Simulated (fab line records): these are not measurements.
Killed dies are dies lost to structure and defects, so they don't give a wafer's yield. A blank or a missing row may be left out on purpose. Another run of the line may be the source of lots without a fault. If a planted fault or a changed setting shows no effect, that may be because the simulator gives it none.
2 desks, one fault	flow sfq_line	only its own numbers are on each desk; what lay behind them is given at the end

THE METROLOGY DESK
What the gauges read for every lot (on any tool): the sampled wafers with a number, averaged. If a lot's mean is further than 4 standard deviations from the usual mean, the lot is out of limits and carries the mark OUT (the distance appears in the brackets).
Columns: A = I4_OVL at SFQ_I4_OVL_MEAS_928, usual -1 nm; B = M7_NB_RS at SFQ_M7_RS_MEAS_943, usual 0.887 ohm/sq; C = I7_OVL at SFQ_I7_OVL_MEAS_947, usual 1 nm
lot	first seen here	A	B	C
L628	day 39 21:58	4	0.883	-5
L629	day 40 12:29	-2	0.884	4
L630	day 44 22:56	3	0.895	-4
L631	day 45 00:09	1	0.875	5
L634	day 46 00:10	-2	0.879	-1
L635	day 47 13:59	-4	0.889	1
L636	day 51 17:11	4	0.888	10
L637	day 52 20:51	0	0.874	3
L641	day 57 02:07	-2	0.887	-4
L643	day 57 11:42	-11	0.865	-2
L645	day 57 20:14	-12	0.870	4
L646	day 58 02:48	-5	0.885	-1
L649	day 65 04:28	6	0.881	-4
L650	day 65 15:16	4	0.882	2
Finding of this desk: none of the 14 lots has anything out of limits.

THE TOOL OWNER'S DESK: pvd_sputter-05
The tool's own readings at SFQ_TRILAYER_M7_DEP_SPUTTER_175 (material Nb, target thk 200 nm, time 133.3 s): means of the sampled wafers that have a number, for each lot that ran on this tool. If a lot's mean is further than 4 standard deviations from the usual mean, the lot is out of limits and carries the mark OUT (the distance appears in the brackets).
Columns: A = cathode_dc_power_W at SFQ_TRILAYER_M7_DEP_SPUTTER_175, usual 2000.0 W; B = throttle_valve_pct at SFQ_TRILAYER_M7_DEP_SPUTTER_175, usual 30.2 %
lot	first seen here	A	B
L628	day 62 06:47	2000.4	30.4
L631	day 62 11:35	1999.7	29.6
L634	day 62 15:11	2000.4	29.4
L636	day 65 06:00	2000.0	30.0
L637	day 70 04:17	2000.3	30.2
L641	day 72 03:13	2000.1	30.0
L643	day 74 05:09	2065.0 (+99 or more) OUT	30.5
L645	day 74 18:52	2065.4 (+99 or more) OUT	29.6
This desk's verdict: out of limits on L643, L645, starting with L643 at day 74 05:09 (cathode_dc_power_W at SFQ_TRILAYER_M7_DEP_SPUTTER_175). Within limits: L628, L631, L634, L636, L637, L641.

PUT TOGETHER
On L643, L645, at day 74 05:09, an alarm was possible from the tool owner's desk.
From the metrology desk's view, nothing was out of limits.
The metrology desk holds a record of L643, L645, inside its limits.
SFQ_TRILAYER_M7_DEP_SPUTTER_175 was run on pvd_sputter-05 by each of the lots named.

WHAT WAS PUT IN BY THE SIMULATOR
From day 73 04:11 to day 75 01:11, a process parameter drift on pvd_sputter-05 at SFQ_TRILAYER_M7_DEP_SPUTTER_175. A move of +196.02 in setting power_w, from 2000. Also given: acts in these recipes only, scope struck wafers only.
Lots struck among those shown: L643, L645.
How many hours passed from the start of the fault until each desk's first out-of-limits reading: the tool owner's desk, 25.
